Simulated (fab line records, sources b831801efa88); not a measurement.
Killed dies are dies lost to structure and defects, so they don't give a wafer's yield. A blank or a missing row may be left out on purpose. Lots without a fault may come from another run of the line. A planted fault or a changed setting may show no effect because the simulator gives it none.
fab line records | flow sky130
record lots=24 wafers=72 last_day=52
route steps=708 shown METAL2@498 VIA2@527 METAL3@532 CAPM@541 VIA3@596
lots that met no fault: from a run of the same line without faults
start_h: hours from the record's first day to the start of the lot's first wafer shown | wait_h: hours since the lot's step before | " the same as in the row above | L1.1+2: a row that stands for several wafers | - no value, or no start given | * or withheld: withheld | < > ~ a bound
route shown NAME@n: a module of which the file shows steps, and the number in the route of the first | usual: mean/standard deviation of fault-free wafers | same: alike in all rows | chamber/n: place in a boat | sites: the reading at each site | _std_site: their standard deviation | _edge_site: outer sites' mean less inner sites' | radius_mm: how far each site lies from the wafer's centre | mask NAME#n: copy n | behind: the tool/chamber that last shaped the wafer | hold: why the lot was held/for how many hours/how that ended | device: the transistor (n, p or np) that didn't switch | end of line: the same wafers' tests at the end of the route | a step without rows: its recipe alone | killed: dies lost to structure and defects at the first sort, not the wafer's yield | map: a wafer's dies, x killed, . not, _ none there
set.NAME: the setting as run; set.NAME@STEP: as run at that earlier step | model.NAME: the simulator's own value behind a step, which no gauge read
steps of the route over a sample of lots; a table a step, a row a wafer
services: from which hour (start_h, from the record's first day; less than 0 if before it) a tool's chamber was out of use, for how many hours, and why
## steps
# step SKY_METAL2_CD_MEAS_15
# recipe target_cd_nm=140
# usual cd_nm=140.2/1.4
# columns lot.wafer tool chamber start_h wait_h cd_nm
L074.1 cd_sem-01 - 770.59 - 140.6
L074.2 " - " " 140.3
L074.3 " - " " 141.2
L075.1 cd_sem-02 - 771.26 - 142.9
L075.3 " - " " 141.9
L075.6 " - " " 141.0
L076.1 cd_sem-02 - 773.08 - 141.9
L076.3 " - " " 141.8
L076.6 " - " " 140.8
L077.1 cd_sem-02 - 774.51 - 141.2
L077.3 " - " " 140.6
L077.4 " - " " 141.7
L078.2 cd_sem-01 - 786.03 - 142.8
L078.4 " - " " 142.3
L078.5 " - " " 142.0
L080.1 cd_sem-01 - 795.36 - 139.2
L080.2 " - " " 140.6
L080.6 " - " " 139.3
L079.1 cd_sem-01 - 797.81 - 137.5
L079.4 " - " " 137.9
L079.5 " - " " 139.1
L081.2 cd_sem-01 - 810.23 - 139.1
L081.4 " - " " 139.5
L081.6 " - " " 140.1
L082.2 cd_sem-02 - 819.08 - 141.2
L082.3 " - " " 141.8
L082.4 " - " " 140.1
L084.1 cd_sem-02 - 821.59 - 142.0
L084.3 " - " " 140.6
L084.6 " - " " 139.9
L083.2 cd_sem-02 - 823.53 - 140.2
L083.4 " - " " 139.5
L083.5 " - " " 141.3
L085.1 cd_sem-02 - 829.51 - 137.5
L085.2 " - " " 139.1
L085.4 " - " " 138.8
L086.2 cd_sem-02 - 838.61 - 142.6
L086.4 " - " " 141.2
L086.5 " - " " 139.6
L087.1 cd_sem-02 - 846.66 - 138.9
L087.3 " - " " 138.7
L087.4 " - " " 139.0
L088.1 cd_sem-01 - 848.16 - 139.4
L088.4 " - " " 139.1
L088.6 " - " " 141.7
L089.1 cd_sem-01 - 857.11 - 141.7
L089.2 " - " " 141.7
L089.5 " - " " 143.0
L090.1 cd_sem-01 - 868.54 - 140.8
L090.5 " - " " 140.6
L090.6 " - " " 139.3
L091.1 cd_sem-01 - 876.81 - 140.7
L091.3 " - " " 140.3
L091.6 " - " " 138.7
L094.2 cd_sem-01 - 1050.66 - 141.2
L094.3 " - " " 140.9
L094.4 " - " " 141.3
L092.2 cd_sem-02 - 1053.86 - 140.5
L092.4 " - " " 140.1
L092.6 " - " " 140.8
L093.2 cd_sem-01 - 1055.36 - 141.5
L093.4 " - " " 139.9
L093.6 " - " " 139.3
L095.2 cd_sem-01 - 1056.81 - 137.1
L095.3 " - " " 137.8
L095.4 " - " " 136.4
L096.2 cd_sem-01 - 1057.83 - 139.1
L096.4 " - " " 138.1
L096.6 " - " " 137.7
L097.2 cd_sem-02 - 1058.53 - 141.7
L097.3 " - " " 141.0
L097.5 " - " " 141.2
# step SKY_VIA2_SPUTTER_20
# recipe material=TiN target_thk_nm=20 chamber_pressure_pa=5 power_w=4000 time_s=80
# usual throttle_valve_pct=29.6/0.92
# columns lot.wafer tool chamber start_h wait_h throttle_valve_pct
L074.1 pvd_sputter-03 - 799.24 0.0 28.4
L074.2 " - " " 30.1
L074.3 " - " " 28.8
L075.1 pvd_sputter-03 - 800.16 0.0 30.0
L075.3 " - " " 28.5
L075.6 " - " " 29.9
L076.1 pvd_sputter-01 - 801.42 0.0 28.1
L076.3 " - " " 30.8
L076.6 " - " " 29.1
L077.1 pvd_sputter-01 - 804.10 0.0 28.2
L077.3 " - " " 30.9
L077.4 " - " " 29.3
L078.2 pvd_sputter-01 - 814.51 0.0 30.8
L078.4 " - " " 29.2
L078.5 " - " " 31.3
L080.1 pvd_sputter-01 - 824.71 0.0 28.1
L080.2 " - " " 31.6
L080.6 " - " " 28.4
L079.1 pvd_sputter-03 - 827.04 0.0 29.9
L079.4 " - " " 29.3
L079.5 " - " " 30.0
L081.2 pvd_sputter-03 - 840.00 0.0 29.8
L081.4 " - " " 30.0
L081.6 " - " " 28.7
L082.2 pvd_sputter-02 - 848.50 0.0 29.1
L082.3 " - " " 30.2
L082.4 " - " " 29.1
L084.1 pvd_sputter-03 - 850.36 0.0 29.1
L084.3 " - " " 28.7
L084.6 " - " " 29.2
L083.2 pvd_sputter-02 - 852.63 0.0 30.0
L083.4 " - " " 30.2
L083.5 " - " " 29.9
L085.1 pvd_sputter-01 - 857.89 0.0 31.3
L085.2 " - " " 30.9
L085.4 " - " " 29.6
L086.2 pvd_sputter-03 - 866.69 0.0 29.0
L086.4 " - " " 30.1
L086.5 " - " " 28.8
L087.1 pvd_sputter-02 - 874.96 0.0 29.9
L087.3 " - " " 28.8
L087.4 " - " " 29.7
L088.1 pvd_sputter-02 - 877.31 0.0 29.8
L088.4 " - " " 29.9
L088.6 " - " " 29.7
L089.1 pvd_sputter-01 - 886.29 0.0 31.6
L089.2 " - " " 28.2
L089.5 " - " " 31.0
L090.1 pvd_sputter-03 - 897.98 0.0 30.2
L090.5 " - " " 29.8
L090.6 " - " " 28.3
L091.1 pvd_sputter-01 - 906.22 0.0 31.3
L091.3 " - " " 29.4
L091.6 " - " " 30.8
L094.2 pvd_sputter-02 - 1073.12 0.0 29.8
L094.3 " - " " 29.0
L094.4 " - " " 29.9
L092.2 pvd_sputter-03 - 1076.38 0.0 29.0
L092.4 " - " " 28.7
L092.6 " - " " 28.4
L093.2 pvd_sputter-02 - 1077.30 0.0 29.3
L093.4 " - " " 29.8
L093.6 " - " " 29.7
L095.2 pvd_sputter-02 - 1078.89 0.0 28.9
L095.3 " - " " 29.6
L095.4 " - " " 29.8
L096.2 pvd_sputter-03 - 1079.81 0.0 28.4
L096.4 " - " " 29.1
L096.6 " - " " 29.2
L097.2 pvd_sputter-01 - 1080.62 0.0 29.3
L097.3 " - " " 30.9
L097.5 " - " " 28.4
# step SKY_METAL3_SPUTTER_00
# recipe material=Ti target_thk_nm=15 power_w=3000 time_s=10 chamber_pressure_pa=0.4
# usual throttle_valve_pct=29.6/1.3
# columns lot.wafer tool chamber start_h wait_h throttle_valve_pct
L074.1 pvd_sputter-01 - 799.91 0.2 31.2
L074.2 " - " " 29.1
L074.3 " - " " 28.4
L075.1 pvd_sputter-04 - 800.83 0.1 28.9
L075.3 " - " " 32.1
L075.6 " - " " 28.0
L076.1 pvd_sputter-04 - 802.09 0.2 28.7
L076.3 " - " " 28.2
L076.6 " - " " 28.0
L077.1 pvd_sputter-02 - 804.77 0.1 30.1
L077.3 " - " " 29.2
L077.4 " - " " 29.9
L078.2 pvd_sputter-04 - 815.19 0.1 32.0
L078.4 " - " " 28.0
L078.5 " - " " 28.1
L080.1 pvd_sputter-02 - 825.38 0.2 29.8
L080.2 " - " " 29.8
L080.6 " - " " 29.0
L079.1 pvd_sputter-01 - 827.71 0.1 31.2
L079.4 " - " " 30.9
L079.5 " - " " 29.1
L081.2 pvd_sputter-01 - 840.67 0.1 31.5
L081.4 " - " " 30.9
L081.6 " - " " 28.3
L082.2 pvd_sputter-04 - 849.17 0.1 28.2
L082.3 " - " " 32.2
L082.4 " - " " 28.9
L084.1 pvd_sputter-04 - 851.03 0.2 28.0
L084.3 " - " " 29.0
L084.6 " - " " 28.1
L083.2 pvd_sputter-04 - 853.30 0.1 28.7
L083.4 " - " " 28.3
L083.5 " - " " 28.4
L085.1 pvd_sputter-02 - 858.56 0.2 29.9
L085.2 " - " " 29.9
L085.4 " - " " 28.9
L086.2 pvd_sputter-01 - 867.36 0.2 31.3
L086.4 " - " " 29.2
L086.5 " - " " 29.2
L087.1 pvd_sputter-01 - 875.63 0.1 28.4
L087.3 " - " " 29.4
L087.4 " - " " 31.3
L088.1 pvd_sputter-04 - 877.98 0.2 27.9
L088.4 " - " " 28.2
L088.6 " - " " 28.1
L089.1 pvd_sputter-02 - 886.96 0.1 29.1
L089.2 " - " " 30.1
L089.5 " - " " 30.1
L090.1 pvd_sputter-02 - 898.65 0.1 29.6
L090.5 " - " " 29.9
L090.6 " - " " 29.9
L091.1 pvd_sputter-02 - 906.89 0.1 30.1
L091.3 " - " " 29.7
L091.6 " - " " 30.0
L094.2 pvd_sputter-04 - 1073.80 0.1 28.7
L094.3 " - " " 32.0
L094.4 " - " " 28.2
L092.2 pvd_sputter-02 - 1077.05 0.1 30.2
L092.4 " - " " 29.8
L092.6 " - " " 30.0
L093.2 pvd_sputter-04 - 1078.10 0.1 28.8
L093.4 " - " " 28.0
L093.6 " - " " 28.7
L095.2 pvd_sputter-01 - 1079.56 0.1 28.1
L095.3 " - " " 31.3
L095.4 " - " " 30.9
L096.2 pvd_sputter-04 - 1080.48 0.1 29.0
L096.4 " - " " 28.3
L096.6 " - " " 32.2
L097.2 pvd_sputter-04 - 1081.29 0.1 32.3
L097.3 " - " " 28.7
L097.5 " - " " 28.3
# step SKY_METAL3_SPUTTER_03
# recipe material=Ti target_thk_nm=5 power_w=3000 time_s=3.3 chamber_pressure_pa=0.4
# usual throttle_valve_pct=29.6/1.3
# columns lot.wafer tool chamber start_h wait_h throttle_valve_pct
L074.1 pvd_sputter-01 - 800.00 0.0 31.3
L074.2 " - " " 29.2
L074.3 " - " " 28.3
L075.1 pvd_sputter-04 - 800.92 0.0 29.1
L075.3 " - " " 32.2
L075.6 " - " " 28.0
L076.1 pvd_sputter-04 - 802.17 0.0 29.1
L076.3 " - " " 28.1
L076.6 " - " " 28.0
L077.1 pvd_sputter-02 - 804.85 0.0 29.8
L077.3 " - " " 29.2
L077.4 " - " " 29.9
L078.2 pvd_sputter-04 - 815.27 0.0 31.8
L078.4 " - " " 28.2
L078.5 " - " " 28.1
L080.1 pvd_sputter-02 - 825.47 0.0 30.2
L080.2 " - " " 30.0
L080.6 " - " " 29.1
L079.1 pvd_sputter-01 - 827.80 0.0 31.5
L079.4 " - " " 31.0
L079.5 " - " " 29.2
L081.2 pvd_sputter-01 - 840.75 0.0 31.5
L081.4 " - " " 30.7
L081.6 " - " " 28.4
L082.2 pvd_sputter-04 - 849.26 0.0 28.0
L082.3 " - " " 32.2
L082.4 " - " " 28.8
L084.1 pvd_sputter-04 - 851.12 0.0 28.0
L084.3 " - " " 29.0
L084.6 " - " " 28.1
L083.2 pvd_sputter-04 - 853.39 0.0 28.8
L083.4 " - " " 28.3
L083.5 " - " " 28.2
L085.1 pvd_sputter-02 - 858.65 0.0 29.9
L085.2 " - " " 29.8
L085.4 " - " " 29.3
L086.2 pvd_sputter-01 - 867.44 0.0 31.6
L086.4 " - " " 29.4
L086.5 " - " " 29.0
L087.1 pvd_sputter-01 - 875.72 0.0 28.2
L087.3 " - " " 29.5
L087.4 " - " " 31.3
L088.1 pvd_sputter-04 - 878.07 0.0 28.0
L088.4 " - " " 28.2
L088.6 " - " " 28.0
L089.1 pvd_sputter-02 - 887.05 0.0 29.0
L089.2 " - " " 30.3
L089.5 " - " " 29.9
L090.1 pvd_sputter-02 - 898.74 0.0 29.7
L090.5 " - " " 29.9
L090.6 " - " " 29.7
L091.1 pvd_sputter-02 - 906.98 0.0 29.9
L091.3 " - " " 29.9
L091.6 " - " " 29.9
L094.2 pvd_sputter-04 - 1073.88 0.0 29.0
L094.3 " - " " 32.2
L094.4 " - " " 28.1
L092.2 pvd_sputter-02 - 1077.14 0.0 29.8
L092.4 " - " " 29.8
L092.6 " - " " 30.0
L093.2 pvd_sputter-04 - 1078.19 0.0 28.9
L093.4 " - " " 28.1
L093.6 " - " " 28.8
L095.2 pvd_sputter-01 - 1079.65 0.0 28.3
L095.3 " - " " 31.4
L095.4 " - " " 30.7
L096.2 pvd_sputter-04 - 1080.57 0.0 28.6
L096.4 " - " " 28.3
L096.6 " - " " 32.1
L097.2 pvd_sputter-04 - 1081.37 0.0 31.8
L097.3 " - " " 28.7
L097.5 " - " " 28.1
# step SKY_CAPM_THK_MEAS_04
# recipe thk_meas_gauge=xrf reads=TiN_of_CAPM_SPUTTER_02
# usual CAPM_TIN_THK=199.9/1.9
# columns lot.wafer tool chamber start_h wait_h CAPM_TIN_THK[nm]
L074.1 film_metro-02 - 800.38 0.1 198.7
L074.2 " - " " 199.6
L074.3 " - " " 199.0
L075.1 film_metro-01 - 801.30 0.1 197.3
L075.3 " - " " 199.7
L075.6 " - " " 198.4
L076.1 film_metro-03 - 802.55 0.1 198.5
L076.3 " - " " 199.3
L076.6 " - " " 199.2
L077.1 film_metro-01 - 805.23 0.1 201.9
L077.3 " - " " 202.6
L077.4 " - " " 205.1
L078.2 film_metro-02 - 815.66 0.1 199.9
L078.4 " - " " 199.7
L078.5 " - " " 200.8
L080.1 film_metro-01 - 825.85 0.1 198.7
L080.2 " - " " 201.8
L080.6 " - " " 199.3
L079.1 film_metro-01 - 828.18 0.1 201.1
L079.4 " - " " 200.3
L079.5 " - " " 201.5
L081.2 film_metro-03 - 841.14 0.1 199.6
L081.4 " - " " 199.7
L081.6 " - " " 197.6
L082.2 film_metro-02 - 849.65 0.1 195.2
L082.3 " - " " 199.1
L082.4 " - " " 199.6
L084.1 film_metro-02 - 851.49 0.1 197.2
L084.3 " - " " 200.4
L084.6 " - " " 200.5
L083.2 film_metro-02 - 853.78 0.1 200.3
L083.4 " - " " 199.8
L083.5 " - " " 201.8
L085.1 film_metro-02 - 859.03 0.1 198.8
L085.2 " - " " 196.4
L085.4 " - " " 198.5
L086.2 film_metro-02 - 867.83 0.1 198.7
L086.4 " - " " 200.8
L086.5 " - " " 200.9
L087.1 film_metro-03 - 876.10 0.1 198.1
L087.3 " - " " 196.1
L087.4 " - " " 196.8
L088.1 film_metro-03 - 878.46 0.1 197.8
L088.4 " - " " 198.9
L088.6 " - " " 200.9
L089.1 film_metro-03 - 887.43 0.1 200.5
L089.2 " - " " 203.2
L089.5 " - " " 200.3
L090.1 film_metro-01 - 899.13 0.1 199.9
L090.5 " - " " 200.8
L090.6 " - " " 201.5
L091.1 film_metro-03 - 907.36 0.1 200.8
L091.3 " - " " 202.4
L091.6 " - " " 197.8
L094.2 film_metro-02 - 1074.27 0.1 199.0
L094.3 " - " " 199.5
L094.4 " - " " 197.6
L092.2 film_metro-01 - 1077.52 0.1 199.4
L092.4 " - " " 199.3
L092.6 " - " " 195.6
L093.2 film_metro-01 - 1078.58 0.1 201.5
L093.4 " - " " 204.6
L093.6 " - " " 200.4
L095.2 film_metro-01 - 1080.04 0.1 200.3
L095.3 " - " " 203.9
L095.4 " - " " 203.9
L096.2 film_metro-01 - 1080.97 0.1 199.9
L096.4 " - " " 200.8
L096.6 " - " " 199.0
L097.2 film_metro-01 - 1081.77 0.1 201.7
L097.3 " - " " 200.3
L097.5 " - " " 201.0
# step SKY_VIA3_THK_MEAS_23
# recipe thk_meas_gauge=xrf reads=W_of_VIA3_CVD_21
# usual VIA3_W_THK=378/6
# columns lot.wafer tool chamber start_h wait_h VIA3_W_THK[nm]
L074.1 film_metro-01 - 883.37 0.1 384
L074.2 " - " " 371
L074.3 " - " " 381
L075.1 film_metro-01 - 884.40 0.1 384
L075.3 " - " " 387
L075.6 " - " " 385
L076.1 film_metro-02 - 885.55 0.1 375
L076.3 " - " " 376
L076.6 " - " " 381
L077.1 film_metro-02 - 887.29 0.1 375
L077.3 " - " " 378
L077.4 " - " " 375
L078.2 film_metro-02 - 898.30 0.1 372
L078.4 " - " " 367
L078.5 " - " " 375
L080.1 film_metro-02 - 907.82 0.1 373
L080.2 " - " " 369
L080.6 " - " " 372
L079.1 film_metro-01 - 909.92 0.1 382
L079.4 " - " " 376
L079.5 " - " " 380
L081.2 film_metro-02 - 923.37 0.1 382
L081.4 " - " " 388
L081.6 " - " " 389
L082.2 film_metro-02 - 932.16 0.1 376
L082.3 " - " " 374
L082.4 " - " " 375
L084.1 film_metro-02 - 932.50 0.1 373
L084.3 " - " " 370
L084.6 " - " " 371
L083.2 film_metro-02 - 934.36 0.1 377
L083.4 " - " " 375
L083.5 " - " " 376
L085.1 film_metro-01 - 940.96 0.1 372
L085.2 " - " " 376
L085.4 " - " " 371
L086.2 film_metro-04 - 949.30 0.1 367
L086.4 " - " " 367
L086.5 " - " " 372
L087.1 film_metro-02 - 957.45 0.1 382
L087.3 " - " " 373
L087.4 " - " " 378
L088.1 film_metro-02 - 960.52 0.1 373
L088.4 " - " " 374
L088.6 " - " " 376
L089.1 film_metro-04 - 967.50 0.1 385
L089.2 " - " " 380
L089.5 " - " " 383
L090.1 film_metro-04 - 980.01 0.1 373
L090.5 " - " " 377
L090.6 " - " " 377
L091.1 film_metro-02 - 987.16 0.1 376
L091.3 " - " " 374
L091.6 " - " " 383
L094.2 film_metro-01 - 1132.01 0.1 377
L094.3 " - " " 382
L094.4 " - " " 381
L092.2 film_metro-01 - 1134.68 0.1 388
L092.4 " - " " 385
L092.6 " - " " 391
L093.2 film_metro-01 - 1135.11 0.1 390
L093.4 " - " " 388
L093.6 " - " " 393
L095.2 film_metro-02 - 1136.72 0.1 378
L095.3 " - " " 377
L095.4 " - " " 375
L096.2 film_metro-04 - 1137.24 0.1 387
L096.4 " - " " 383
L096.6 " - " " 382
L097.2 film_metro-02 - 1138.16 0.1 381
L097.3 " - " " 376
L097.5 " - " " 375
## services
# columns tool chamber start_h hours kind
pvd_sputter-03 3 832.59 - consumable_replace:kit
pvd_sputter-03 3 832.59 18.0 scheduled_down
pvd_sputter-03 3 832.59 18.0 vent_cycle
pvd_sputter-02 0 840.48 - consumable_replace:kit
pvd_sputter-02 0 840.48 18.0 scheduled_down
pvd_sputter-02 0 840.48 18.0 vent_cycle
pvd_sputter-01 0 843.66 - consumable_replace:kit
pvd_sputter-01 0 843.66 18.0 scheduled_down
pvd_sputter-01 0 843.66 18.0 vent_cycle
pvd_sputter-03 - 847.33 1.7 repair
pvd_sputter-04 0 928.08 - consumable_replace:kit
pvd_sputter-04 0 928.08 18.0 scheduled_down
pvd_sputter-04 0 928.08 18.0 vent_cycle
pvd_sputter-01 - 964.51 0.8 repair
pvd_sputter-02 3 965.20 - consumable_replace:kit
pvd_sputter-02 3 965.20 18.0 scheduled_down
pvd_sputter-02 3 965.20 18.0 vent_cycle
pvd_sputter-04 - 975.92 9.6 repair
pvd_sputter-03 2 1041.63 - consumable_replace:kit
pvd_sputter-03 2 1041.63 18.0 scheduled_down
pvd_sputter-03 2 1041.63 18.0 vent_cycle
## key
fault none
